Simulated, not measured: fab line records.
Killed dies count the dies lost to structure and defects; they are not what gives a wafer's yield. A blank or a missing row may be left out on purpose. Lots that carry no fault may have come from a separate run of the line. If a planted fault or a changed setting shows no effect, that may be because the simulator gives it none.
Which tool did it? + flow gf180mcu + 15 lots with 45 wafers sampled at 3 steps, on a route of 602 steps

== WHAT THE GAUGES READ, wafer by wafer ==
Not one reading of a measure or inspect step in the record can be checked against a usual standard deviation.

== WHAT TOOL EACH LOT RAN ON (gives the tool, then ch and the chambers of the sampled wafers, and finally the start) ==
| lot  | GF_V2_ETCH_17                                 | GF_V2_SPUTTER_22             | GF_M3_SPUTTER_00             |
|------|-----------------------------------------------|------------------------------|------------------------------|
| L935 | rie_diel-02 ch 1,3, day 21 02:37 or earlier   | pvd_sputter-01, day 21 02:37 | pvd_sputter-04, day 21 03:18 |
| L937 | rie_diel-02 ch 2,3, day 21 22:33 or earlier   | pvd_sputter-02, day 21 22:33 | pvd_sputter-01, day 21 23:11 |
| L939 | rie_diel-04 ch 0,2,3, day 22 22:26 or earlier | pvd_sputter-03, day 22 22:26 | pvd_sputter-01, day 22 23:04 |
| L940 | rie_diel-02 ch 0,2,3, day 23 00:01 or earlier | pvd_sputter-02, day 23 00:01 | pvd_sputter-04, day 23 00:38 |
| L941 | rie_diel-04 ch 0,2, day 23 16:26 or earlier   | pvd_sputter-02, day 23 16:26 | pvd_sputter-04, day 23 17:04 |
| L943 | rie_diel-03 ch 0,1,3, day 24 08:44 or earlier | pvd_sputter-01, day 24 08:44 | pvd_sputter-02, day 24 09:22 |
| L944 | rie_diel-03 ch 0,1,2, day 24 14:43 or earlier | pvd_sputter-01, day 24 14:43 | pvd_sputter-01, day 24 15:56 |
| L945 | rie_diel-03 ch 0,1,3, day 24 17:48 or earlier | pvd_sputter-02, day 24 17:48 | pvd_sputter-01, day 24 18:26 |
| L946 | rie_diel-03 ch 0,1,2, day 25 10:24 or earlier | pvd_sputter-02, day 25 10:24 | pvd_sputter-04, day 25 11:02 |
| L947 | rie_diel-02 ch 0,1,3, day 25 14:32 or earlier | pvd_sputter-02, day 25 14:32 | pvd_sputter-01, day 25 15:10 |
| L948 | rie_diel-04 ch 0,1,3, day 25 20:23 or earlier | pvd_sputter-02, day 25 20:23 | -                            |
| L949 | rie_diel-04 ch 0,2, day 26 08:37 or earlier   | pvd_sputter-02, day 26 08:37 | -                            |
| L950 | rie_diel-02 ch 0,2,3, day 26 12:37 or earlier | pvd_sputter-02, day 26 12:37 | -                            |
| L955 | rie_diel-02 ch 2,3, day 27 21:37 or earlier   | pvd_sputter-02, day 27 21:37 | pvd_sputter-01, day 27 22:15 |
| L956 | rie_diel-04 ch 0,3, day 28 09:18 or earlier   | pvd_sputter-02, day 28 09:18 | pvd_sputter-02, day 28 09:56 |
- GF_V2_ETCH_17: etches SiO2 in C4F8/O2/Ar, stops on TiN, target depth 630 nm.
- GF_V2_SPUTTER_22: material TiN, target thk 10 nm, time 40 s.
- GF_M3_SPUTTER_00: material Ti, target thk 37.5 nm, time 150 s.

== AS READ BY THE TOOLS THEMSELVES (means over the sampled wafers that have a number; for cases with no such wafer, the mark the record gives instead) ==
GF_V2_ETCH_17. Usual: oes_product_au reads 0.856 a.u. (standard deviation 0.0052).
| lot  | tool        | oes_product_au (a.u.) | flag |
|------|-------------|-----------------------|------|
| L935 | rie_diel-02 | 0.858                 |      |
| L937 | rie_diel-02 | 0.855                 |      |
| L939 | rie_diel-04 | 0.852                 |      |
| L940 | rie_diel-02 | 0.858                 |      |
| L941 | rie_diel-04 | 0.862                 |      |
| L943 | rie_diel-03 | 0.852                 |      |
| L944 | rie_diel-03 | 0.857                 |      |
| L945 | rie_diel-03 | 0.858                 |      |
| L946 | rie_diel-03 | 0.855                 |      |
| L947 | rie_diel-02 | 0.860                 |      |
| L948 | rie_diel-04 | 0.856                 |      |
| L949 | rie_diel-04 | 0.859                 |      |
| L950 | rie_diel-02 | 0.855                 |      |
| L955 | rie_diel-02 | 0.861                 |      |
| L956 | rie_diel-04 | 0.857                 |      |

GF_V2_SPUTTER_22. Usual: cathode_dc_power_W 4000.0 W, standard deviation 0.59; chamber_pressure_pa 4.999 Pa, standard deviation 0.01; throttle_valve_pct 29.9 %, standard deviation 0.99.
| lot  | tool           | cathode_dc_power_W (W) | chamber_pressure_pa (Pa) | throttle_valve_pct (%) | flag |
|------|----------------|------------------------|--------------------------|------------------------|------|
| L935 | pvd_sputter-01 | 3999.9                 | 5.004                    | 30.7                   |      |
| L937 | pvd_sputter-02 | 4000.1                 | 4.994                    | 29.6                   |      |
| L939 | pvd_sputter-03 | 4000.3                 | 5.005                    | 29.7                   |      |
| L940 | pvd_sputter-02 | 3999.5                 | 4.999                    | 29.6                   |      |
| L941 | pvd_sputter-02 | 3999.8                 | 4.990                    | 28.6                   |      |
| L943 | pvd_sputter-01 | 3999.8                 | 4.997                    | 30.6                   |      |
| L944 | pvd_sputter-01 | 3999.7                 | 5.007                    | 30.5                   |      |
| L945 | pvd_sputter-02 | 4000.3                 | 4.999                    | 30.5                   |      |
| L946 | pvd_sputter-02 | 4000.3                 | 4.998                    | 29.6                   |      |
| L947 | pvd_sputter-02 | 4000.2                 | 5.002                    | 28.5                   |      |
| L948 | pvd_sputter-02 | -                      | -                        | -                      | OFF  |
| L949 | pvd_sputter-02 | -                      | -                        | -                      | OFF  |
| L950 | pvd_sputter-02 | -                      | -                        | -                      | OFF  |
| L955 | pvd_sputter-02 | 3999.9                 | 5.011                    | 30.4                   |      |
| L956 | pvd_sputter-02 | 3999.5                 | 4.990                    | 28.6                   |      |

GF_M3_SPUTTER_00. Usual: cathode_dc_power_W 4000.0 W, standard deviation 0.78; chamber_pressure_pa 2.000 Pa, standard deviation 0.004; substrate_temp_c 200.02 C, standard deviation 0.16; throttle_valve_pct 30.2 %, standard deviation 0.97.
| lot  | tool           | cathode_dc_power_W (W) | chamber_pressure_pa (Pa) | substrate_temp_c (C) | throttle_valve_pct (%) | flag |
|------|----------------|------------------------|--------------------------|----------------------|------------------------|------|
| L935 | pvd_sputter-04 | 4000.3                 | 2.000                    | 199.97               | 29.0                   |      |
| L937 | pvd_sputter-01 | 3999.7                 | 1.996                    | 200.04               | 30.3                   |      |
| L939 | pvd_sputter-01 | 3999.9                 | 1.998                    | 200.01               | 30.6                   |      |
| L940 | pvd_sputter-04 | 4000.3                 | 2.004                    | 200.16               | 30.2                   |      |
| L941 | pvd_sputter-04 | 4000.0                 | 1.998                    | 200.01               | 30.1                   |      |
| L943 | pvd_sputter-02 | 3999.7                 | 1.998                    | 199.95               | 29.6                   |      |
| L944 | pvd_sputter-01 | 4000.0                 | 2.000                    | 200.04               | 30.2                   |      |
| L945 | pvd_sputter-01 | 3999.5                 | 1.999                    | 200.02               | 30.5                   |      |
| L946 | pvd_sputter-04 | 3999.6                 | 2.003                    | 200.18               | 29.1                   |      |
| L947 | pvd_sputter-01 | 3999.7                 | 2.003                    | 199.89               | 30.2                   |      |
| L955 | pvd_sputter-01 | 4000.2                 | 1.999                    | 200.07               | 30.3                   |      |
| L956 | pvd_sputter-02 | 4000.3                 | 2.002                    | 199.98               | 29.7                   |      |

== THE ANSWER, worked out from the rows above alone ==
Rule: take the mean of a lot's wafers that have a number; if it is more than 3 standard deviations from the usual mean, the lot is off. A lot without any number at a reading at which 4 lots or more have one is off too. Any other lot the step has rows for is counted as sound. First the gauges in route order, then the tools' own readings, where a lot's mean is used as printed above. The first step at which some lot is off is used, and at that step the reading that is off furthest; a lot without a number counts as furthest.
Off, at GF_V2_SPUTTER_22 on cathode_dc_power_W: L948, L949, L950. Without a number there: L948, L949, L950.
A tool fits if, at that step or a process step before it, it ran every lot that is off, and no sound lot after the first of them. GF_V2_ETCH_17: start missing for some lots; hours and lot order therefore follow GF_V2_SPUTTER_22. Of those tried, none fits.

== WHAT HAD BEEN PUT IN BY THE SIMULATOR ==
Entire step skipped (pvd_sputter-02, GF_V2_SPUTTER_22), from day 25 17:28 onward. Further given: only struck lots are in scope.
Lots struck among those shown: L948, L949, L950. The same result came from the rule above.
